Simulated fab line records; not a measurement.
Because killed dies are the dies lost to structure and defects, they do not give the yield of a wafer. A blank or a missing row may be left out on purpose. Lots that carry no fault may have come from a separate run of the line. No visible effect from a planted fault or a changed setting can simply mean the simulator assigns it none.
A lot that was struck, set against a sound lot -- flow sky130 -- 18 steps out of a route of 708
Sound: the wafers L356.4, L356.5, L356.6. Struck: wafer L366.4 (left out: L366.1, L366.2 of the same lot, which were not struck); the cause appears at the end.
At each step with rows: each side's tool, then ch and its chambers, then its first start. Under that, the readings that differ: sound wafers -- struck wafers -- difference of the means -- sigmas: that difference in standard deviations of wafers without a fault.
alike: words and numbers the same on both sides, and readings whose means are apart by under 2 such deviations; not compared: readings that were withheld, readings missing a value for some wafer, numbers with overlapping values and no deviation given by the record, and bounds like >300 which may hide the same value.
Wherever a step has rows on one side only, a row that says differs or no value, or a row with sigmas, the two part there. When numbers do not overlap yet have no deviation, they are printed without sigmas and do not part them. A reading that every wafer of one side lacks parts them only if that side has two wafers or more.

first, 3 steps without rows for these wafers: SKY_VIA1_EXPOSE_09 (exposes mask VIM, target cd 150 nm); SKY_VIA1_PEB_10; SKY_VIA1_DEVELOP_11 (develop time 60 s).
SKY_VIA1_CD_MEAS_12: the cd target is 150 nm.
  sound: cd_sem-02 at day 35 16:11; struck: cd_sem-02 at day 39 04:07
  alike: cd_nm
SKY_VIA1_OVL_MEAS_13:
  sound: overlay-01 at day 35 16:16; struck: overlay-01 at day 39 04:14
  alike: VIA1_OVL
SKY_VIA1_ETCH_14: etches BARC in N2/H2, stops on SiO2, time 45.9 s, target depth 60 nm.
  sound on rie_diel-04 ch 2,3, day 35 16:17; struck on rie_diel-02 ch 1, day 39 04:17
  alike: drypump_motor_current_A, oes_product_au, rf_fwd_power_W, throttle_valve_pct
  not compared: rf_hours_counter_h
SKY_VIA1_ETCH_15: etches SiO2 in C4F8/O2/Ar, stops on TiN, target depth 351 nm, time 54 s.
  sound on rie_diel-04 ch 2,3, day 35 16:20; struck on rie_diel-02 ch 1, day 39 04:19
  alike: oes_product_au, rf_fwd_power_W
  not compared: rf_hours_counter_h
SKY_VIA1_STRIP_16: strips in O2/N2.
  sound on plasma_asher-04 ch 0,1, day 35 16:25; struck on plasma_asher-04 ch 1, day 39 04:22
  alike: drypump_motor_current_A, oes_product_au, strip_time_to_endpoint_s
  not compared: rf_hours_counter_h
then, 3 steps without rows for these wafers: SKY_VIA1_STRIP_17 (strips in post etch residue remover, time 1200 s); SKY_VIA1_CLEAN_18 (cleans in IPA, time 180 s); SKY_VIA1_CLEAN_19 (cleans in O3/DIW).
SKY_VIA1_SPUTTER_20: material TiN, target thk 20 nm, time 80 s.
  sound: pvd_sputter-02 at day 35 16:58; struck: pvd_sputter-02 at day 39 04:58
  alike: cathode_dc_power_W, throttle_valve_pct
SKY_VIA1_CVD_21: deposits W, target thk 270 nm, time 80.902 s.
  sound on cvd_w-02 ch 0,1, day 35 17:04; struck on cvd_w-02 ch 1, day 39 05:01
reading,sound,struck,difference,sigmas
model.W_of_VIA1_CVD_21.thk_nm (nm),269.2 269.3 270.8,369.7,+99.9,
  alike: heater_power_w
SKY_VIA1_RS_MEAS_22: a four-point-probe measurement.
  sound: film_metro-04 at day 35 17:11; struck: film_metro-02 at day 39 05:07
reading,sound,struck,difference,sigmas
VIA1_W_RS (ohm/sq),0.428 0.428 0.426,0.309,-0.118,-28
SKY_VIA1_THK_MEAS_23: measures by xrf.
  sound: film_metro-04 at day 35 17:16; struck: film_metro-02 at day 39 05:14
reading,sound,struck,difference,sigmas
VIA1_W_THK (nm),274.1 274.1 276.4,376.0,+101.1,+34
SKY_VIA1_CMP_24: polishes, stops on SiO2, t overpolish 15 s, target thk 0 nm.
  sound on cmp-01 ch 0,1,3, day 35 17:27; struck on cmp-01 ch 1, day 39 05:17
reading,sound,struck,difference,sigmas
time_to_endpoint_s (s),59 57 67,88,+27,+5
  alike: motor_current_A
SKY_METAL2_SPUTTER_00: material Ti, target thk 15 nm, time 10 s.
  sound: pvd_sputter-01 at day 35 17:36; struck: pvd_sputter-01 at day 39 05:35
  alike: cathode_dc_power_W, throttle_valve_pct
-- the record jumps here: 10 days lie between the struck wafers' starts before and after (it left off in module METAL2 and takes up again in module PAD_OPEN, whose first step shown is number 708 of the route) --
SKY_PAD_OPEN_PROBE_99:
  sound: prober-01 at day 47 03:46; struck: prober-01 at day 49 17:12
  alike: defect_limited_yield, killed_at_M0_to_M3, killed_at_M4_up, killed_at_contacts, killed_at_front_end, killed_at_other, killed_dies, killed_open, killed_short, sort_bin_3_pad_short, sort_bin_5_function, sort_bin_6_memory, sort_n_pass, sort_yield_pct

== WHERE THEY PART ==
Earliest at SKY_VIA1_RS_MEAS_22; latest, in this record, at SKY_VIA1_CMP_24. Later steps at which nothing parts them and some readings are alike: SKY_METAL2_SPUTTER_00, SKY_PAD_OPEN_PROBE_99.

WHY: whatever the simulator had introduced
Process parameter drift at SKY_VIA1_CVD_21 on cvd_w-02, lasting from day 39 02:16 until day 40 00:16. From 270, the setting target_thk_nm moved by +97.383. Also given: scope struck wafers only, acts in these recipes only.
